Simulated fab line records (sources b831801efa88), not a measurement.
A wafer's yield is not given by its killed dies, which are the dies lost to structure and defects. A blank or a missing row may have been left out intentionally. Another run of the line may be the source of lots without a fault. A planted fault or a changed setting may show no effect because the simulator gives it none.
Which tool was responsible? + flow sky130 + 18 wafers from 6 lots sampled at 4 of the route's 708 steps

WHAT EACH GAUGE READ, for each wafer
SKY_METAL2_RS_MEAS_05: measures by four-point-probe.
| lot  | measured     | on            | METAL2_ALCU_RS (ohm/sq) |
|------|--------------|---------------|-------------------------|
| L755 | day 35 15:11 | film metro-03 | 0.1274 0.1276 0.1267    |
| L759 | day 35 16:09 | film metro-04 | 0.1283 0.1288 0.1269    |
| L762 | day 36 09:13 | film metro-03 | 0.1265 0.1264 0.1272    |
| L766 | day 37 11:30 | film metro-04 | 0.1270 0.1271 0.1268    |
| L768 | day 39 11:05 | film metro-03 | 0.1277 0.1276 0.1272    |
| L775 | day 40 14:56 | film metro-01 | 0.1449 0.1427 0.1451    |

WHICH TOOL RAN EACH LOT (tool, then ch and the chambers of the sampled wafers, then the start)
| lot  | SKY_METAL2_SPUTTER_00        | SKY_METAL2_SPUTTER_02        | SKY_METAL2_SPUTTER_03        |
|------|------------------------------|------------------------------|------------------------------|
| L755 | pvd sputter-04, day 35 15:01 | pvd sputter-04, day 35 15:04 | pvd sputter-04, day 35 15:05 |
| L759 | pvd sputter-02, day 35 16:01 | pvd sputter-02, day 35 16:04 | pvd sputter-02, day 35 16:05 |
| L762 | pvd sputter-04, day 36 09:02 | pvd sputter-04, day 36 09:05 | pvd sputter-04, day 36 09:06 |
| L766 | pvd sputter-04, day 37 11:20 | pvd sputter-04, day 37 11:23 | pvd sputter-04, day 37 11:25 |
| L768 | pvd sputter-03, day 39 10:56 | pvd sputter-03, day 39 10:59 | pvd sputter-03, day 39 11:01 |
| L775 | pvd sputter-04, day 40 14:47 | pvd sputter-04, day 40 14:50 | pvd sputter-04, day 40 14:51 |
- SKY_METAL2_SPUTTER_00: material Ti, target thk 15 nm, time 10 s.
- SKY_METAL2_SPUTTER_02: material AlCu, target thk 250 nm, time 13.3 s.
- SKY_METAL2_SPUTTER_03: material Ti, target thk 5 nm, time 3.3 s.

THE ANSWER, worked out from the rows above alone
Rule: usual is defined by the lots themselves. Put in order of their means at a reading, lots are off if they are a third of the lots or fewer, leave a main group of 4 or more, and stand apart from it by a gap of 3 or more times the standard deviation of the main group's means; of several such gaps the widest counts. The tables above print the reading to a certain number of digits; a main group whose means all agree to those digits is not used. A lot without any number at a reading at which 4 lots or more have one is off too. All remaining lots with rows at the step are treated as sound.
Off: L775, seen at SKY_METAL2_RS_MEAS_05 (METAL2_ALCU_RS). The main group has a mean of 0.1273 ohm/sq with a standard deviation of 0.00045.
A tool fits if, at a process step before that reading, it ran every lot that is off, and no sound lot after the first of them. The gauges at SKY_METAL2_RS_MEAS_05 are tried like those tools. This does not decide it: 2 tools fit, namely pvd sputter-04 at SKY_METAL2_SPUTTER_00 and SKY_METAL2_SPUTTER_02 and SKY_METAL2_SPUTTER_03 and film metro-01 at SKY_METAL2_RS_MEAS_05.

WHAT THE SIMULATOR HAD INSERTED
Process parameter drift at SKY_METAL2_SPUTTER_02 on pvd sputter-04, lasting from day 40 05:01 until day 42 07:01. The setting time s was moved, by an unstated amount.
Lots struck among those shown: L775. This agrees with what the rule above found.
